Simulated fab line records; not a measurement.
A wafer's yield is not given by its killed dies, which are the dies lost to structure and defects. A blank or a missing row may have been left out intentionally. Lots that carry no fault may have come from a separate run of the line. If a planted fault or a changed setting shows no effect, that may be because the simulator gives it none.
Which tool is to blame?	flow sfq_line	Sampling: 15 lots, 45 wafers, 4 of 325 route steps

## WHAT THE GAUGES READ, wafer by wafer
SFQ_M8_OVL_MEAS_948.
lot	measured	on	M8_OVL (nm)
L482	day 70 10:37	overlay-02	-9 -5 -5
L483	day 74 15:08	overlay-02	2 6 6
L485	day 75 08:49	overlay-02	-3 5 2
L486	day 75 18:19	overlay-01	3 -2 2
L489	day 76 01:30	overlay-01	-8 -13 -10
L491	day 77 03:34	overlay-01	-6 -1 0
L493	day 77 21:17	overlay-01	2 13 2
L494	day 77 23:51	overlay-02	3 -1 -3
L495	day 78 13:58	overlay-02	-3 2 2
L499	day 80 05:09	overlay-01	7 -2 5
L500	day 80 14:44	overlay-01	-5 2 1
L501	day 81 18:46	overlay-01	-4 -3 -3
L502	day 81 20:05	overlay-01	-14 -5 -8
L503	day 84 18:44	overlay-02	-4 -2 3
L505	day 85 00:44	overlay-02	-2 2 2

SFQ_M8_THK_MEAS_950: measures by xrf.
lot	measured	on	M8_AU_THK (nm)
L482	day 70 11:31	film_metro-02	189.5 190.9 189.9
L483	day 74 16:02	film_metro-02	186.3 186.9 185.8
L485	day 75 09:44	film_metro-03	186.5 187.2 186.2
L486	day 75 19:14	film_metro-03	189.9 189.4 188.1
L489	day 76 02:24	film_metro-03	191.1 190.1 191.4
L491	day 77 04:29	film_metro-03	189.2 190.5 187.9
L493	day 77 22:11	film_metro-03	188.5 191.7 189.8
L494	day 78 00:45	film_metro-03	193.7 192.7 193.4
L495	day 78 14:52	film_metro-03	189.7 190.9 191.2
L499	day 80 06:03	film_metro-02	190.9 190.1 190.6
L500	day 80 15:39	film_metro-03	189.7 190.7 191.9
L501	day 81 19:41	film_metro-03	187.0 187.5 186.8
L502	day 81 20:59	film_metro-03	191.1 191.7 191.9
L503	day 84 19:38	film_metro-01	190.5 187.0 190.0
L505	day 85 01:43	film_metro-03	187.3 188.2 187.8

## WHAT TOOL EACH LOT RAN ON (gives the tool, then ch and the chambers of the sampled wafers, and finally the start)
lot	SFQ_TRILAYER_JJ_CE_LITHO_COAT_114	SFQ_TRILAYER_M7_BARC_OPEN_METAL_ETCH_229
L482	litho_track-02 ch 0, day 37 02:29	rie_metal-01 ch 0,1, day 69 20:08
L483	litho_track-03 ch 0, day 37 13:58	rie_metal-03 ch 0,1, day 70 09:20
L485	litho_track-03 ch 0, day 38 05:37	rie_metal-03 ch 0,1, day 71 05:52
L486	litho_track-03 ch 0, day 38 11:44	rie_metal-03 ch 0,1, day 71 09:17
L489	litho_track-03 ch 0, day 39 07:21	rie_metal-01 ch 0,1, day 71 18:05
L491	litho_track-03 ch 0, day 41 10:36	rie_metal-01 ch 0,1, day 76 15:58
L493	litho_track-03 ch 0, day 41 22:39	rie_metal-03 ch 0,1, day 77 08:46
L494	litho_track-03 ch 0, day 42 03:22	rie_metal-03 ch 0,1, day 77 12:26
L495	litho_track-03 ch 0, day 42 14:06	rie_metal-02 ch 0,1, day 77 23:14
L499	litho_track-03 ch 0, day 51 07:16	rie_metal-01 ch 0, day 79 14:10
L500	litho_track-01 ch 0, day 51 10:55	rie_metal-03 ch 0,1, day 80 00:59
L501	litho_track-02 ch 0, day 51 20:04	rie_metal-03 ch 0,1, day 81 02:55
L502	litho_track-03 ch 0, day 52 17:10	rie_metal-03 ch 0,1, day 81 05:18
L503	litho_track-01 ch 0, day 53 03:36	rie_metal-01 ch 0, day 81 06:31
L505	litho_track-02 ch 0, day 53 20:54	rie_metal-02 ch 0,1, day 81 12:30
- SFQ_TRILAYER_JJ_CE_LITHO_COAT_114: resist thk 600 nm.
- SFQ_TRILAYER_M7_BARC_OPEN_METAL_ETCH_229: etches BARC in O2, target depth 125 nm, time 41.7 s.

## WHAT THE TOOLS THEMSELVES READ (means of the sampled wafers that have a number; where no wafer has one, the mark that the record gives instead)
SFQ_TRILAYER_JJ_CE_LITHO_COAT_114.
lot	tool	dispense_pressure_kPa (kPa)	spin_speed_rpm (rpm)
L482	litho_track-02	53.3	2998.9
L483	litho_track-03	50.4	2999.3
L485	litho_track-03	50.4	2998.8
L486	litho_track-03	50.4	3000.0
L489	litho_track-03	50.4	3000.3
L491	litho_track-03	50.4	2999.6
L493	litho_track-03	50.4	2759.3
L494	litho_track-03	50.4	2759.8
L495	litho_track-03	50.4	2757.8
L499	litho_track-03	50.4	2999.9
L500	litho_track-01	51.6	3001.3
L501	litho_track-02	53.3	3001.1
L502	litho_track-03	50.4	3000.1
L503	litho_track-01	51.6	2999.5
L505	litho_track-02	53.3	3000.6

SFQ_TRILAYER_M7_BARC_OPEN_METAL_ETCH_229.
lot	tool	bias_w (W)	drypump_motor_current_A (A)	oes_product_au (a.u.)
L482	rie_metal-01	79.78	5.8	0.686
L483	rie_metal-03	80.15	5.4	0.687
L485	rie_metal-03	80.04	5.4	0.686
L486	rie_metal-03	79.76	5.4	0.683
L489	rie_metal-01	79.94	5.8	0.685
L491	rie_metal-01	79.90	5.6	0.686
L493	rie_metal-03	79.93	5.4	0.687
L494	rie_metal-03	80.10	5.4	0.684
L495	rie_metal-02	80.14	4.9	0.686
L499	rie_metal-01	80.13	5.9	0.685
L500	rie_metal-03	79.91	5.4	0.686
L501	rie_metal-03	80.02	5.4	0.678
L502	rie_metal-03	80.04	5.4	0.688
L503	rie_metal-01	80.07	5.9	0.687
L505	rie_metal-02	79.82	4.9	0.687

## THE ANSWER, worked out from the rows above alone
Rule: the lots themselves supply what counts as usual. The widest of any qualifying gaps counts: lots, ordered by their means at a reading, are off when they make up no more than a third of the lots, leave a main group of 4 or more, and stand apart from it by 3 or more times the standard deviation of that group's means. A main group whose means are all the same, to the digits that the tables above print for the reading, isn't used. A lot without any number at a reading at which 4 lots or more have one is off too. Any other lot the step has rows for is counted as sound. Order of review: gauges by route order, followed by the tools' own readings, for which a lot's mean as printed above is used. The first step at which some lot is off is used, and at that step the reading that is off furthest; a lot without a number counts as furthest.
Off: L493, L494, L495 (SFQ_TRILAYER_JJ_CE_LITHO_COAT_114, spin_speed_rpm). The main group has a mean of 2999.9 rpm with a standard deviation of 0.76.
A tool fits if, at that step or a process step before it, it ran every lot that is off, and no sound lot after the first of them. Not one of the candidates tried fits.

## WHAT WAS PUT IN BY THE SIMULATOR
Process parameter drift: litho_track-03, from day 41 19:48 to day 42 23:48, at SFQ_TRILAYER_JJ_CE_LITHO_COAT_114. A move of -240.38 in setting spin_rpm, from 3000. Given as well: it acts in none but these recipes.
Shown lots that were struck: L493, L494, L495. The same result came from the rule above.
